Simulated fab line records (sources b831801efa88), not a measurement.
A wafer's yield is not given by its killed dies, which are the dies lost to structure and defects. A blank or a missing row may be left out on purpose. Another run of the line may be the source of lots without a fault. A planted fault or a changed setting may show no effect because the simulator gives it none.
2 desks, one fault :: flow gf180mcu :: each desk holds nothing but its own numbers, with what lay behind them at the end

## AT THE METROLOGY DESK
What the gauges read, lot by lot, whatever tool the lot ran on: means of the sampled wafers that have a number. A lot is out of limits, marked OUT, if its mean lies more than 4 standard deviations from the usual mean; the brackets give that distance.
Columns: A = V2_W_RS at GF_V2_RS_MEAS_24, usual 0.330 ohm/sq; B = V2_W_THK at GF_V2_THK_MEAS_25, usual 356 nm
lot: L622
first seen here: day 22 19:49
A: 0.331
B: 361

lot: L623
first seen here: day 23 10:04
A: 0.335
B: 355

lot: L626
first seen here: day 23 21:37
A: 0.331
B: 348

lot: L635
first seen here: day 26 21:17
A: 0.328
B: 348

lot: L636
first seen here: day 27 07:16
A: 0.334
B: 346

lot: L638
first seen here: day 27 18:11
A: 0.331
B: 348
This desk's verdict: no lot among the 6 shows anything out of limits.

## TOOL OWNER'S DESK, pvd_sputter-04
At GF_M3_SPUTTER_01 (material TiN, target thk 30 nm, time 25 s) the tool's own readings: per lot run on this tool, the mean of the sampled wafers that have a number. A lot is out of limits, marked OUT, if its mean lies more than 4 standard deviations from the usual mean; the brackets give that distance.
Columns: A = cathode_dc_power_W at GF_M3_SPUTTER_01, usual 6500.0 W; B = throttle_valve_pct at GF_M3_SPUTTER_01, usual 29.3 %
lot: L622
first seen here: day 22 20:23
A: 5795.6 (-99 or more) OUT
B: 29.7

lot: L623
first seen here: day 23 10:36
A: 5795.9 (-99 or more) OUT
B: 29.4

lot: L636
first seen here: day 27 07:49
A: 6500.1
B: 29.2
This desk's verdict: out of limits on L622, L623, starting with L622 at day 22 20:23 (cathode_dc_power_W at GF_M3_SPUTTER_01). L636 stayed within limits.

## PUT TOGETHER
On L622, L623, at day 22 20:23, an alarm was possible from the tool owner's desk.
Nothing out of limits was seen by the metrology desk.
The metrology desk has L622, L623 on record, within its limits.
Of the lots named, all ran GF_M3_SPUTTER_01 on pvd_sputter-04.

## WHAT HAD BEEN PUT IN BY THE SIMULATOR
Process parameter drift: pvd_sputter-04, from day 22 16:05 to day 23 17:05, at GF_M3_SPUTTER_01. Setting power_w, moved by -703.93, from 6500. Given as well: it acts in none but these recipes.
Lots struck among those shown: L622, L623.
How many hours passed from the start of the fault until each desk's first out-of-limits reading: the tool owner's desk, 4.
